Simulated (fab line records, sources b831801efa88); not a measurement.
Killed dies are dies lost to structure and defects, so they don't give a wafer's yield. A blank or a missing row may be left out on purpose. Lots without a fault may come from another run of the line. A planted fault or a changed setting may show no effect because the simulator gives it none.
fab line records | flow sky130
record lots=5 wafers=15 last_day=49
route steps=708 shown VT_ADJUST_HVTR@132 VT_ADJUST_PCH@143 SONOS_TUNNEL@154 SONOS_ONO@168
lots that met no fault: from a run of the same line without faults
start_h: hours from the record's first day to the start of the lot's first wafer shown | wait_h: hours since the lot's step before | " the same as in the row above | L1.1+2: a row that stands for several wafers | - no value, or no start given | * or withheld: withheld | < > ~ a bound
route shown NAME@n: a module of which the file shows steps, and the number in the route of the first | usual: mean/standard deviation of fault-free wafers | same: alike in all rows | chamber/n: place in a boat | sites: the reading at each site | _std_site: their standard deviation | _edge_site: outer sites' mean less inner sites' | radius_mm: how far each site lies from the wafer's centre | mask NAME#n: copy n | behind: the tool/chamber that last shaped the wafer | hold: why the lot was held/for how many hours/how that ended | device: the transistor (n, p or np) that didn't switch | end of line: the same wafers' tests at the end of the route | a step without rows: its recipe alone | killed: dies lost to structure and defects at the first sort, not the wafer's yield | map: a wafer's dies, x killed, . not, _ none there
set.NAME: the setting as run; set.NAME@STEP: as run at that earlier step | model.NAME: the simulator's own value behind a step, which no gauge read
lots at some steps of the route; a table a step, a row a wafer
services: from which hour (start_h, from the record's first day; less than 0 if before it) a tool's chamber was out of use, for how many hours, and why
## steps
# step SKY_VT_ADJUST_HVTR_HMDS_01
# recipe prime_time_s=60 prime_temp_c=120
# columns lot.wafer tool chamber start_h wait_h
L080.1+5+6 litho_track-02 0 236.81 0.1
L081.3+5+6 litho_track-03 0 244.00 0.1
L085.1+3+6 litho_track-01 0 271.39 0.1
L086.1+3+6 litho_track-03 0 278.80 0.1
L090.1+3+5 litho_track-01 0 306.64 0.1
# step SKY_VT_ADJUST_HVTR_COAT_02
# recipe resist=NOVOLAK spin_rpm=3000 resist_thk_nm=1140
# columns lot.wafer tool chamber start_h wait_h
L080.1+5+6 litho_track-02 0 236.96 0.1
L081.3+5+6 litho_track-03 0 244.15 0.1
L085.1+3+6 litho_track-01 0 271.54 0.1
L086.1+3+6 litho_track-03 0 278.95 0.1
L090.1+3+5 litho_track-01 0 306.79 0.1
# step SKY_VT_ADJUST_HVTR_SOFTBAKE_03
# recipe temp_c=90 time_s=60 resist=NOVOLAK
# columns lot.wafer tool chamber start_h wait_h
L080.1+5+6 litho_track-02 0 237.11 0.1
L081.3+5+6 litho_track-03 0 244.30 0.1
L085.1+3+6 litho_track-01 0 271.69 0.1
L086.1+3+6 litho_track-03 0 279.10 0.1
L090.1+3+5 litho_track-01 0 306.94 0.1
# step SKY_VT_ADJUST_HVTR_EXPOSE_04
# recipe mask_id=HVTRM target_cd_nm=380 na=0.6 source_shape=conventional sigma_outer=0.6 dose_mj=150
# columns lot.wafer tool chamber start_h wait_h mask
L080.1+5+6 iline_stepper-01 0 - - HVTRM#0
L081.3+5+6 iline_stepper-02 0 - - HVTRM#0
L085.1+3+6 iline_stepper-02 0 - - HVTRM#0
L086.1+3+6 iline_stepper-02 0 - - HVTRM#0
L090.1+3+5 iline_stepper-02 0 - - HVTRM#0
# step SKY_VT_ADJUST_HVTR_PEB_05
# recipe temp_c=withheld time_s=* resist=NOVOLAK
# columns lot.wafer tool chamber start_h wait_h
L080.1+5+6 litho_track-02 0 - -
L081.3+5+6 litho_track-02 0 - -
L085.1+3+6 litho_track-03 0 - -
L086.1+3+6 litho_track-03 0 - -
L090.1+3+5 litho_track-03 0 - -
# step SKY_VT_ADJUST_HVTR_DEVELOP_06
# recipe develop_time_s=60 dev_temp_c=23
# usual developer_temp_C=23.00/0.11
# columns lot.wafer tool chamber start_h wait_h developer_temp_C
L080.1 litho_track-02 0 248.41 0.1 23.08
L080.5 " 0 " " 22.99
L080.6 " 0 " " 22.95
L081.3 litho_track-02 0 256.11 0.1 23.00
L081.5 " 0 " " 23.04
L081.6 " 0 " " 22.98
L085.1 litho_track-03 0 283.95 0.1 22.89
L085.3 " 0 " " 23.01
L085.6 " 0 " " 23.20
L086.1 litho_track-03 0 292.20 0.1 23.26
L086.3 " 0 " " 23.09
L086.6 " 0 " " 23.11
L090.1 litho_track-03 0 320.40 0.1 23.11
L090.3 " 0 " " 23.02
L090.5 " 0 " " 22.92
# step SKY_VT_ADJUST_HVTR_CD_MEAS_07
# recipe target_cd_nm=380
# usual cd_nm=381.0/2.5
# columns lot.wafer tool chamber start_h wait_h cd_nm
L080.1 cd_sem-02 - 248.56 0.1 381.7
L080.5 " - " " 382.5
L080.6 " - " " 383.3
L081.3 cd_sem-02 - 256.25 0.1 384.7
L081.5 " - " " 386.1
L081.6 " - " " 384.5
L085.1 cd_sem-02 - 284.10 0.1 380.7
L085.3 " - " " 381.1
L085.6 " - " " 380.2
L086.1 cd_sem-01 - 292.35 0.1 381.6
L086.3 " - " " 380.6
L086.6 " - " " 382.2
L090.1 cd_sem-01 - 320.55 0.1 381.1
L090.3 " - " " 381.2
L090.5 " - " " 386.5
# step SKY_VT_ADJUST_HVTR_OVL_MEAS_08
# usual VT_ADJUST_HVTR_OVL=-1.1/1.3
# columns lot.wafer tool chamber start_h wait_h VT_ADJUST_HVTR_OVL[nm]
L080.1 overlay-01 - 248.68 0.1 -0.2
L080.5 " - " " 1.1
L080.6 " - " " 1.4
L081.3 overlay-01 - 256.34 0.1 -0.2
L081.5 " - " " 0.0
L081.6 " - " " -0.7
L085.1 overlay-02 - 284.22 0.1 0.7
L085.3 " - " " -1.3
L085.6 " - " " -0.6
L086.1 overlay-02 - 292.47 0.1 -3.1
L086.3 " - " " -2.5
L086.6 " - " " 0.2
L090.1 overlay-02 - 320.67 0.1 -1.5
L090.3 " - " " 0.2
L090.5 " - " " 0.2
# step SKY_VT_ADJUST_HVTR_IMPLANT_09
# recipe species=B energy_kev=10 dose_cm2=2.1e+12 tilt_deg=withheld
# columns lot.wafer tool chamber start_h wait_h
L080.1+5+6 implanter-02 0 248.71 0.0
L081.3+5+6 implanter-01 0 256.41 0.1
L085.1+3+6 implanter-02 0 284.26 0.0
L086.1+3+6 implanter-01 0 292.51 0.0
L090.1+3+5 implanter-03 0 320.71 0.0
# step SKY_VT_ADJUST_HVTR_STRIP_10
# recipe chemistry=O2/N2 power_w=1400 pressure_mtorr=1500 platen_temp_c=withheld o2_flow_sccm=3000 n2_flow_sccm=300 overash_fraction=0.5
# usual drypump_motor_current_A=5.4/0.55 oes_product_au=0.715/0.0044 strip_time_to_endpoint_s=14.16/0.037
# columns lot.wafer tool chamber start_h wait_h drypump_motor_current_A oes_product_au rf_hours_counter_h strip_time_to_endpoint_s
L080.1 plasma_asher-02 1 248.91 0.2 4.8 0.712 43 14.14
L080.5 " 1 " " 4.8 0.721 - 14.17
L080.6 " 0 " " 6.0 0.716 - 14.15
L081.3 plasma_asher-02 0 256.55 0.1 6.0 0.712 - 14.13
L081.5 " 1 " " 4.8 0.716 - 14.13
L081.6 " 0 " " 6.0 0.713 - 14.15
L085.1 plasma_asher-02 0 284.41 0.1 6.0 0.714 47 14.18
L085.3 " 1 " " 4.8 0.713 - 14.17
L085.6 " 1 " " 4.8 0.716 - 14.16
L086.1 plasma_asher-04 1 292.66 0.1 4.9 0.715 56 14.16
L086.3 " 1 " " 4.9 0.715 - 14.18
L086.6 " 0 " " 5.6 0.717 - 14.18
L090.1 plasma_asher-04 1 320.86 0.1 5.0 0.718 59 14.13
L090.3 " 0 " " 5.6 0.715 - 14.11
L090.5 " 1 " " 5.0 0.709 - 14.11
# step SKY_VT_ADJUST_HVTR_TW_MEAS_11
# usual VT_ADJUST_HVTR_TW=210.2/1.8
# columns lot.wafer tool chamber start_h wait_h VT_ADJUST_HVTR_TW
L080.1 film_metro-03 - 249.01 0.1 211.0
L080.5 " - " " 209.7
L080.6 " - " " 209.9
L081.3 film_metro-01 - 256.63 0.1 212.4
L081.5 " - " " 213.0
L081.6 " - " " 211.9
L085.1 film_metro-03 - 284.51 0.1 210.2
L085.3 " - " " 211.0
L085.6 " - " " 212.0
L086.1 film_metro-04 - 292.76 0.1 206.9
L086.3 " - " " 207.4
L086.6 " - " " 207.5
L090.1 film_metro-04 - 320.96 0.1 207.1
L090.3 " - " " 208.5
L090.5 " - " " 208.2
# step SKY_VT_ADJUST_PCH_DEHYDRATE_00
# recipe temp_c=200 time_s=60
# columns lot.wafer tool chamber start_h wait_h
L080.1+5+6 litho_track-03 0 260.20 11.2
L081.3+5+6 litho_track-03 0 267.65 11.0
L085.1+3+6 litho_track-03 0 296.20 11.7
L086.1+3+6 litho_track-03 0 304.50 11.7
L090.1+3+5 litho_track-02 0 332.76 11.8
# step SKY_VT_ADJUST_PCH_HMDS_01
# recipe prime_time_s=60 prime_temp_c=120
# columns lot.wafer tool chamber start_h wait_h
L080.1+5+6 litho_track-03 0 260.35 0.1
L081.3+5+6 litho_track-03 0 267.80 0.1
L085.1+3+6 litho_track-03 0 296.35 0.1
L086.1+3+6 litho_track-03 0 304.65 0.1
L090.1+3+5 litho_track-02 0 332.91 0.1
# step SKY_VT_ADJUST_PCH_COAT_02
# recipe spin_rpm=2000 resist_thk_nm=3000
# columns lot.wafer tool chamber start_h wait_h
L080.1+5+6 litho_track-03 0 260.50 0.1
L081.3+5+6 litho_track-03 0 267.95 0.1
L085.1+3+6 litho_track-03 0 296.50 0.1
L086.1+3+6 litho_track-03 0 304.80 0.1
L090.1+3+5 litho_track-02 0 333.06 0.1
# step SKY_VT_ADJUST_PCH_SOFTBAKE_03
# recipe temp_c=110 time_s=withheld
# columns lot.wafer tool chamber start_h wait_h
L080.1+5+6 litho_track-03 0 260.65 0.1
L081.3+5+6 litho_track-03 0 268.12 0.1
L085.1+3+6 litho_track-03 0 296.65 0.1
L086.1+3+6 litho_track-03 0 304.95 0.1
L090.1+3+5 litho_track-02 0 333.21 0.1
# step SKY_VT_ADJUST_PCH_EXPOSE_04
# recipe mask_id=NWM na=0.6 source_shape=conventional sigma_outer=0.6 polarization=unpolarized target_cd_nm=840 dose_mj=255
# columns lot.wafer tool chamber start_h wait_h mask
L080.1+5+6 iline_stepper-01 0 - - NWM#0
L081.3+5+6 iline_stepper-01 0 - - NWM#0
L085.1+3+6 iline_stepper-01 0 - - NWM#0
L086.1+3+6 iline_stepper-02 0 - - NWM#0
L090.1+3+5 iline_stepper-02 0 - - NWM#0
# step SKY_VT_ADJUST_PCH_PEB_05
# recipe temp_c=115 time_s=withheld
# columns lot.wafer tool chamber start_h wait_h
L080.1+5+6 litho_track-04 0 - -
L081.3+5+6 litho_track-04 0 - -
L085.1+3+6 litho_track-03 0 - -
L086.1+3+6 litho_track-02 0 - -
L090.1+3+5 litho_track-02 0 - -
# step SKY_VT_ADJUST_PCH_DEVELOP_06
# recipe wall_angle_deg=90 developer=TMAH develop_time_s=60 dev_temp_c=23
# usual developer_temp_C=23.02/0.12
# columns lot.wafer tool chamber start_h wait_h developer_temp_C
L080.1 litho_track-04 0 - - 22.98
L080.5 " 0 " " 22.84
L080.6 " 0 " " 22.93
L081.3 litho_track-04 0 - - 23.02
L081.5 " 0 " " 23.20
L081.6 " 0 " " 23.31
L085.1 litho_track-03 0 - - 22.95
L085.3 " 0 " " 23.06
L085.6 " 0 " " 23.09
L086.1 litho_track-02 0 - - 23.12
L086.3 " 0 " " 23.12
L086.6 " 0 " " 23.14
L090.1 litho_track-02 0 - - 23.13
L090.3 " 0 " " 23.08
L090.5 " 0 " " 23.01
# step SKY_VT_ADJUST_PCH_OVL_MEAS_07
# usual VT_ADJUST_PCH_OVL=0.6/1.3
# columns lot.wafer tool chamber start_h wait_h VT_ADJUST_PCH_OVL[nm]
L080.1 overlay-02 - 272.96 - 2.5
L080.5 " - " " 2.3
L080.6 " - " " 4.4
L081.3 overlay-01 - 280.48 - 2.2
L081.5 " - " " 3.7
L081.6 " - " " 2.5
L085.1 overlay-02 - 310.30 - -1.9
L085.3 " - " " 0.0
L085.6 " - " " -0.3
L086.1 overlay-02 - 318.31 - -0.3
L086.3 " - " " -0.9
L086.6 " - " " -1.1
L090.1 overlay-01 - 346.01 - 0.1
L090.3 " - " " 0.7
L090.5 " - " " 2.1
# step SKY_VT_ADJUST_PCH_IMPLANT_08
# recipe species=B energy_kev=10 dose_cm2=5e+11 tilt_deg=withheld
# columns lot.wafer tool chamber start_h wait_h
L080.1+5+6 implanter-04 0 273.00 0.0
L081.3+5+6 implanter-03 0 280.55 0.1
L085.1+3+6 implanter-01 0 310.34 0.0
L086.1+3+6 implanter-04 0 318.34 0.0
L090.1+3+5 implanter-03 0 346.04 0.0
# step SKY_VT_ADJUST_PCH_STRIP_09
# recipe chemistry=O2/N2 power_w=1400 pressure_mtorr=1500 platen_temp_c=withheld o2_flow_sccm=3000 n2_flow_sccm=300 overash_fraction=0.5
# usual drypump_motor_current_A=5.4/0.49 oes_product_au=0.724/0.0048 strip_time_to_endpoint_s=36.94/0.098
# columns lot.wafer tool chamber start_h wait_h drypump_motor_current_A oes_product_au rf_hours_counter_h strip_time_to_endpoint_s
L080.1 plasma_asher-04 1 273.15 0.1 5.0 0.723 54 36.79
L080.5 " 1 " " 5.0 0.722 - 36.80
L080.6 " 0 " " 5.6 0.724 - 36.80
L081.3 plasma_asher-04 1 280.68 0.1 4.9 0.730 - 36.87
L081.5 " 0 " " 5.6 0.730 - 36.85
L081.6 " 1 " " 4.9 0.720 - 36.84
L085.1 plasma_asher-04 1 310.49 0.1 5.0 0.726 58 36.94
L085.3 " 0 " " 5.6 0.728 - 36.97
L085.6 " 1 " " 4.9 0.727 - 37.05
L086.1 plasma_asher-04 1 318.49 0.1 5.0 0.724 59 37.03
L086.3 " 0 " " 5.6 0.728 - 36.96
L086.6 " 0 " " 5.6 0.729 - 36.94
L090.1 plasma_asher-04 1 346.19 0.1 5.0 0.714 62 37.06
L090.3 " 1 " " 5.0 0.716 - 37.06
L090.5 " 0 " " 5.6 0.721 - 37.07
# step SKY_VT_ADJUST_PCH_TW_MEAS_10
# usual VT_ADJUST_PCH_TW=142.3/1.7
# columns lot.wafer tool chamber start_h wait_h VT_ADJUST_PCH_TW
L080.1 film_metro-03 - 273.25 0.1 142.8
L080.5 " - " " 142.6
L080.6 " - " " 142.9
L081.3 film_metro-03 - 280.77 0.1 142.7
L081.5 " - " " 142.4
L081.6 " - " " 143.1
L085.1 film_metro-04 - 310.59 0.1 139.9
L085.3 " - " " 140.8
L085.6 " - " " 140.1
L086.1 film_metro-04 - 318.59 0.1 141.0
L086.3 " - " " 140.4
L086.6 " - " " 140.4
L090.1 film_metro-02 - 346.29 0.1 143.3
L090.3 " - " " 142.6
L090.5 " - " " 142.1
# step SKY_SONOS_TUNNEL_DEHYDRATE_00
# recipe temp_c=200 time_s=60
# columns lot.wafer tool chamber start_h wait_h
L080.1+5+6 litho_track-04 0 285.46 12.2
L081.3+5+6 litho_track-04 0 292.91 12.1
L085.1+3+6 litho_track-04 0 323.06 12.5
L086.1+3+6 litho_track-04 0 331.01 12.4
L090.1+3+5 litho_track-01 0 360.29 14.0
# step SKY_SONOS_TUNNEL_HMDS_01
# recipe prime_time_s=60 prime_temp_c=120
# columns lot.wafer tool chamber start_h wait_h
L080.1+5+6 litho_track-04 0 285.61 0.1
L081.3+5+6 litho_track-04 0 293.06 0.1
L085.1+3+6 litho_track-04 0 323.21 0.1
L086.1+3+6 litho_track-04 0 331.16 0.1
L090.1+3+5 litho_track-01 0 360.44 0.1
# step SKY_SONOS_TUNNEL_COAT_02
# recipe resist=NOVOLAK spin_rpm=3000 resist_thk_nm=1140
# columns lot.wafer tool chamber start_h wait_h
L080.1+5+6 litho_track-04 0 285.76 0.1
L081.3+5+6 litho_track-04 0 293.21 0.1
L085.1+3+6 litho_track-04 0 323.36 0.1
L086.1+3+6 litho_track-04 0 331.31 0.1
L090.1+3+5 litho_track-01 0 360.59 0.1
# step SKY_SONOS_TUNNEL_SOFTBAKE_03
# recipe temp_c=90 time_s=60 resist=NOVOLAK
# columns lot.wafer tool chamber start_h wait_h
L080.1+5+6 litho_track-04 0 285.91 0.1
L081.3+5+6 litho_track-04 0 293.36 0.1
L085.1+3+6 litho_track-04 0 323.51 0.1
L086.1+3+6 litho_track-04 0 331.46 0.1
L090.1+3+5 litho_track-01 0 360.74 0.1
# step SKY_SONOS_TUNNEL_EXPOSE_04
# recipe mask_id=TUNM na=0.6 source_shape=conventional sigma_outer=0.6 polarization=unpolarized target_cd_nm=410 dose_mj=136
# columns lot.wafer tool chamber start_h wait_h mask
L080.1+5+6 iline_stepper-01 0 - - TUNM#0
L081.3+5+6 iline_stepper-02 0 - - TUNM#0
L085.1+3+6 iline_stepper-02 0 - - TUNM#0
L086.1+3+6 iline_stepper-02 0 - - TUNM#0
L090.1+3+5 iline_stepper-01 0 - - TUNM#0
# step SKY_SONOS_TUNNEL_PEB_05
# recipe temp_c=withheld time_s=* resist=NOVOLAK
# columns lot.wafer tool chamber start_h wait_h
L080.1+5+6 litho_track-01 0 - -
L081.3+5+6 litho_track-01 0 - -
L085.1+3+6 litho_track-02 0 - -
L086.1+3+6 litho_track-01 0 - -
L090.1+3+5 litho_track-01 0 - -
# step SKY_SONOS_TUNNEL_DEVELOP_06
# recipe resist=NOVOLAK developer=TMAH develop_time_s=60 dev_temp_c=23
# usual developer_temp_C=23.02/0.11
# columns lot.wafer tool chamber start_h wait_h developer_temp_C
L080.1 litho_track-01 0 298.09 0.1 22.81
L080.5 " 0 " " 22.90
L080.6 " 0 " " 22.91
L081.3 litho_track-01 0 306.39 0.1 22.92
L081.5 " 0 " " 22.88
L081.6 " 0 " " 22.93
L085.1 litho_track-02 0 336.21 0.1 23.08
L085.3 " 0 " " 23.03
L085.6 " 0 " " 22.95
L086.1 litho_track-01 0 344.44 0.1 23.10
L086.3 " 0 " " 23.09
L086.6 " 0 " " 23.05
L090.1 litho_track-01 0 374.24 0.1 23.04
L090.3 " 0 " " 23.01
L090.5 " 0 " " 23.17
# step SKY_SONOS_TUNNEL_CD_MEAS_07
# recipe target_cd_nm=410
# usual cd_nm=410.4/1.8
# columns lot.wafer tool chamber start_h wait_h cd_nm
L080.1 cd_sem-01 - 298.24 0.1 410.9
L080.5 " - " " 412.4
L080.6 " - " " 412.0
L081.3 cd_sem-02 - 306.53 0.1 409.9
L081.5 " - " " 410.4
L081.6 " - " " 409.3
L085.1 cd_sem-02 - 336.36 0.1 410.2
L085.3 " - " " 411.3
L085.6 " - " " 410.7
L086.1 cd_sem-01 - 344.59 0.1 409.7
L086.3 " - " " 411.8
L086.6 " - " " 410.5
L090.1 cd_sem-02 - 374.39 0.1 411.1
L090.3 " - " " 410.3
L090.5 " - " " 409.1
# step SKY_SONOS_TUNNEL_OVL_MEAS_08
# usual SONOS_TUNNEL_OVL=-0.2/1.4
# columns lot.wafer tool chamber start_h wait_h SONOS_TUNNEL_OVL[nm]
L080.1 overlay-01 - 298.36 0.1 -0.1
L080.5 " - " " 1.2
L080.6 " - " " 0.9
L081.3 overlay-01 - 306.62 0.1 0.3
L081.5 " - " " -1.1
L081.6 " - " " 0.2
L085.1 overlay-01 - 336.48 0.1 -3.1
L085.3 " - " " -3.6
L085.6 " - " " -2.2
L086.1 overlay-01 - 344.71 0.1 -1.3
L086.3 " - " " 0.8
L086.6 " - " " -1.0
L090.1 overlay-02 - 374.51 0.1 2.9
L090.3 " - " " 3.3
L090.5 " - " " 3.8
# step SKY_SONOS_TUNNEL_IMPLANT_09
# recipe species=B energy_kev=20 dose_cm2=1e+12 tilt_deg=withheld
# columns lot.wafer tool chamber start_h wait_h
L080.1+5+6 implanter-04 0 298.39 0.0
L081.3+5+6 implanter-03 0 306.69 0.1
L085.1+3+6 implanter-03 0 336.51 0.0
L086.1+3+6 implanter-04 0 344.74 0.0
L090.1+3+5 implanter-04 0 374.54 0.0
# step SKY_SONOS_TUNNEL_WET_ETCH_10
# recipe chemistry=dHF target_depth_nm=14 target=SiO2 dilution=100:1 temp_c=25 time_s=280
# columns lot.wafer tool chamber start_h wait_h
L080.1+5+6 wet_bench-03 0 298.54 0.1
L081.3+5+6 wet_bench-04 3 306.79 0.1
L085.1+3+6 wet_bench-03 3 336.66 0.1
L086.1+3+6 wet_bench-03 0 344.89 0.1
L090.1+3+5 wet_bench-04 1 374.69 0.1
# step SKY_SONOS_TUNNEL_STRIP_11
# recipe chemistry=SPM time_s=600 temp_c=130
# columns lot.wafer tool chamber start_h wait_h
L080.1+5+6 wet_bench-01 3 298.63 0.0
L081.3+5+6 wet_bench-03 1 306.88 0.0
L085.1+3+6 wet_bench-01 0 336.75 0.0
L086.1+3+6 wet_bench-01 1 344.98 0.0
L090.1+3+5 wet_bench-01 3 374.78 0.0
# step SKY_SONOS_TUNNEL_TW_MEAS_12
# usual SONOS_TUNNEL_TW=197.8/1.2
# columns lot.wafer tool chamber start_h wait_h SONOS_TUNNEL_TW
L080.1 film_metro-02 - 298.80 0.0 199.2
L080.5 " - " " 199.5
L080.6 " - " " 199.9
L081.3 film_metro-03 - 307.07 0.0 196.5
L081.5 " - " " 196.8
L081.6 " - " " 196.1
L085.1 film_metro-02 - 336.92 0.0 196.9
L085.3 " - " " 198.3
L085.6 " - " " 196.8
L086.1 film_metro-01 - 345.17 0.0 196.6
L086.3 " - " " 197.5
L086.6 " - " " 196.3
L090.1 film_metro-01 - 374.95 0.0 199.6
L090.3 " - " " 199.1
L090.5 " - " " 199.3
# step SKY_SONOS_TUNNEL_CLEAN_13
# recipe chemistry=dHF time_s=20 dilution=100:1 dry=ipa_marangoni
# columns lot.wafer tool chamber start_h wait_h
L080.1+5+6 wet_bench-04 0 298.86 0.1
L081.3+5+6 wet_bench-01 2 307.11 0.0
L085.1+3+6 wet_bench-04 1 336.98 0.1
L086.1+3+6 wet_bench-04 1 345.23 0.1
L090.1+3+5 wet_bench-03 3 375.01 0.1
# step SKY_SONOS_ONO_OXIDATION_00
# recipe temp_c=800 ambient=O2 idle_temp_c=700 ramp_up_c_per_min=10 ramp_down_c_per_min=3 stabilise_s=600 purge_s=300 target_thk_a=26 ox_time_s=1249
# usual spike_tc_lower_C=800.8/0.97
# columns lot.wafer tool chamber start_h wait_h spike_tc_lower_C
L080.1 furnace-01 0 299.30 0.4 801.8
L080.5 " 0 " " 801.6
L080.6 " 0 " " 801.3
L081.3 furnace-01 0 307.59 0.5 799.6
L081.5 " 0 " " 798.8
L081.6 " 0 " " 801.7
L085.1 furnace-02 0 337.84 0.8 801.3
L085.3 " 0 " " 801.0
L085.6 " 0 " " 801.5
L086.1 furnace-01 0 345.56 0.3 800.6
L086.3 " 0 " " 800.4
L086.6 " 0 " " 800.5
L090.1 furnace-02 0 375.84 0.8 800.2
L090.3 " 0 " " 798.3
L090.5 " 0 " " 801.9
# step SKY_SONOS_ONO_THK_MEAS_01
# recipe reads=SiO2_of_SONOS_ONO_OXIDATION_00
# usual SONOS_ONO_OXIDATION_THK=2.61/0.051
# columns lot.wafer tool chamber start_h wait_h SONOS_ONO_OXIDATION_THK[nm]
L080.1 film_metro-04 - 300.64 0.0 2.51
L080.5 " - " " 2.49
L080.6 " - " " 2.54
L081.3 film_metro-01 - 308.96 0.0 2.56
L081.5 " - " " 2.50
L081.6 " - " " 2.48
L085.1 film_metro-04 - 339.18 0.0 2.64
L085.3 " - " " 2.59
L085.6 " - " " 2.63
L086.1 film_metro-01 - 346.91 0.0 2.53
L086.3 " - " " 2.54
L086.6 " - " " 2.68
L090.1 film_metro-04 - 377.19 0.0 2.65
L090.3 " - " " 2.58
L090.5 " - " " 2.62
# step SKY_SONOS_ONO_CVD_02
# recipe material=Si3N4 precursor=DCS/NH3 target_thk_nm=10.5 temp_c=770 time_s=180 pressure_mtorr=250
# usual spike_tc_lower_C=770.4/1.4
# columns lot.wafer tool chamber start_h wait_h spike_tc_lower_C
L080.1 lpcvd-02 0 300.70 0.1 768.8
L080.5 " 0 " " 769.7
L080.6 " 0 " " 769.2
L081.3 lpcvd-02 1 310.18 1.2 770.3
L081.5 " 1 " " 772.8
L081.6 " 1 " " 771.3
L085.1 lpcvd-02 1 340.97 1.8 771.3
L085.3 " 1 " " 770.5
L085.6 " 1 " " 772.4
L086.1 lpcvd-02 0 349.37 2.5 769.2
L086.3 " 0 " " 768.5
L086.6 " 0 " " 768.6
L090.1 lpcvd-02 0 377.25 0.1 769.5
L090.3 " 0 " " 769.0
L090.5 " 0 " " 768.2
# step SKY_SONOS_ONO_THK_MEAS_03
# recipe reads=Si3N4_of_SONOS_ONO_CVD_02
# usual SONOS_ONO_CVD_02_THK=10.58/0.13
# columns lot.wafer tool chamber start_h wait_h SONOS_ONO_CVD_02_THK[nm]
L080.1 film_metro-01 - 301.75 0.0 10.49
L080.5 " - " " 10.50
L080.6 " - " " 10.45
L081.3 film_metro-02 - 311.25 0.0 10.65
L081.5 " - " " 10.57
L081.6 " - " " 10.52
L085.1 film_metro-04 - 342.02 0.0 10.73
L085.3 " - " " 10.71
L085.6 " - " " 10.70
L086.1 film_metro-02 - 350.95 0.0 10.70
L086.3 " - " " 10.66
L086.6 " - " " 10.66
L090.1 film_metro-01 - 378.30 0.0 10.67
L090.3 " - " " 10.71
L090.5 " - " " 10.83
# step SKY_SONOS_ONO_CVD_04
# recipe material=SiO2 precursor=SiH4/N2O target_thk_nm=5.7199 temp_c=900 pressure_mtorr=400
# usual spike_tc_lower_C=899.7/1.1
# columns lot.wafer tool chamber start_h wait_h spike_tc_lower_C
L080.1 lpcvd-03 0 301.81 0.1 900.0
L080.5 " 0 " " 897.7
L080.6 " 0 " " 897.7
L081.3 lpcvd-03 1 311.29 0.0 898.8
L081.5 " 1 " " 897.9
L081.6 " 1 " " 899.8
L085.1 lpcvd-03 0 342.08 0.1 897.7
L085.3 " 0 " " 900.4
L085.6 " 0 " " 900.1
L086.1 lpcvd-03 1 351.01 0.1 899.1
L086.3 " 1 " " 900.9
L086.6 " 1 " " 901.6
L090.1 lpcvd-03 0 378.36 0.1 899.2
L090.3 " 0 " " 899.8
L090.5 " 0 " " 899.0
# step SKY_SONOS_ONO_THK_MEAS_05
# recipe reads=SiO2_of_SONOS_ONO_CVD_04
# usual SONOS_ONO_CVD_04_THK=5.70/0.094
# columns lot.wafer tool chamber start_h wait_h SONOS_ONO_CVD_04_THK[nm]
L080.1 film_metro-04 - 303.06 0.0 5.83
L080.5 " - " " 5.81
L080.6 " - " " 5.82
L081.3 film_metro-01 - 312.56 0.0 5.94
L081.5 " - " " 5.91
L081.6 " - " " 5.86
L085.1 film_metro-04 - 343.33 0.0 5.63
L085.3 " - " " 5.69
L085.6 " - " " 5.72
L086.1 film_metro-02 - 352.88 0.0 5.79
L086.3 " - " " 5.65
L086.6 " - " " 5.71
L090.1 film_metro-04 - 379.61 0.0 5.68
L090.3 " - " " 5.69
L090.5 " - " " 5.66
# step SKY_SONOS_ONO_DEHYDRATE_06
# recipe temp_c=200 time_s=60
# columns lot.wafer tool chamber start_h wait_h
L080.1+5+6 litho_track-01 0 315.59 12.5
L081.3+5+6 litho_track-03 0 324.80 12.2
L085.1+3+6 litho_track-04 0 356.31 13.0
L086.1+3+6 litho_track-04 0 366.11 13.2
L090.1+3+5 litho_track-03 0 393.35 13.7
# step SKY_SONOS_ONO_HMDS_07
# recipe prime_time_s=60 prime_temp_c=120
# columns lot.wafer tool chamber start_h wait_h
L080.1+5+6 litho_track-01 0 315.74 0.1
L081.3+5+6 litho_track-03 0 324.95 0.1
L085.1+3+6 litho_track-04 0 356.46 0.1
L086.1+3+6 litho_track-04 0 366.26 0.1
L090.1+3+5 litho_track-03 0 393.50 0.1
# step SKY_SONOS_ONO_COAT_08
# recipe resist=NOVOLAK spin_rpm=3000 resist_thk_nm=1140
# columns lot.wafer tool chamber start_h wait_h
L080.1+5+6 litho_track-01 0 315.89 0.1
L081.3+5+6 litho_track-03 0 325.10 0.1
L085.1+3+6 litho_track-04 0 356.61 0.1
L086.1+3+6 litho_track-04 0 366.41 0.1
L090.1+3+5 litho_track-03 0 393.65 0.1
# step SKY_SONOS_ONO_SOFTBAKE_09
# recipe temp_c=90 time_s=60 resist=NOVOLAK
# columns lot.wafer tool chamber start_h wait_h
L080.1+5+6 litho_track-01 0 316.04 0.1
L081.3+5+6 litho_track-03 0 325.25 0.1
L085.1+3+6 litho_track-04 0 356.76 0.1
L086.1+3+6 litho_track-04 0 366.56 0.1
L090.1+3+5 litho_track-03 0 393.80 0.1
# step SKY_SONOS_ONO_EXPOSE_10
# recipe mask_id=ONOM target_cd_nm=410 na=0.6 source_shape=conventional sigma_outer=0.6 dose_mj=150
# columns lot.wafer tool chamber start_h wait_h mask
L080.1+5+6 iline_stepper-02 0 - - ONOM#0
L081.3+5+6 iline_stepper-02 0 - - ONOM#0
L085.1+3+6 iline_stepper-01 0 - - ONOM#0
L086.1+3+6 iline_stepper-01 0 - - ONOM#0
L090.1+3+5 iline_stepper-01 0 - - ONOM#0
# step SKY_SONOS_ONO_PEB_11
# recipe temp_c=withheld time_s=* resist=NOVOLAK
# columns lot.wafer tool chamber start_h wait_h
L080.1+5+6 litho_track-01 0 - -
L081.3+5+6 litho_track-03 0 - -
L085.1+3+6 litho_track-03 0 - -
L086.1+3+6 litho_track-04 0 - -
L090.1+3+5 litho_track-03 0 - -
## services
# columns tool chamber start_h hours kind
wet_bench-01 - 214.95 2.2 repair
implanter-04 - 226.18 6.8 repair
iline_stepper-01 - 239.41 1.7 pm
furnace-01 - 241.19 3.5 pm
iline_stepper-02 - 246.91 5.6 repair
implanter-01 - 247.15 2.0 repair
iline_stepper-02 - 252.50 1.7 pm
implanter-04 - 255.73 9.3 repair
furnace-01 - 271.94 2.9 pm
iline_stepper-02 - 273.30 1.4 repair
furnace-02 - 312.04 9.6 pm
furnace-02 - 321.69 3.7 pm
iline_stepper-01 - 324.96 9.0 repair
implanter-04 - 327.25 11.0 repair
iline_stepper-02 - 334.00 2.1 pm
implanter-01 - 335.99 1.8 repair
plasma_asher-02 - 338.41 2.1 repair
litho_track-04 - 345.87 - consumable_replace:filter
implanter-02 - 358.48 1.2 repair
iline_stepper-02 - 371.06 4.6 repair
implanter-02 - 375.57 2.5 pm
implanter-04 - 376.64 4.4 pm
furnace-02 - 398.54 3.2 pm
implanter-04 - 405.30 2.9 repair
## key
fault none
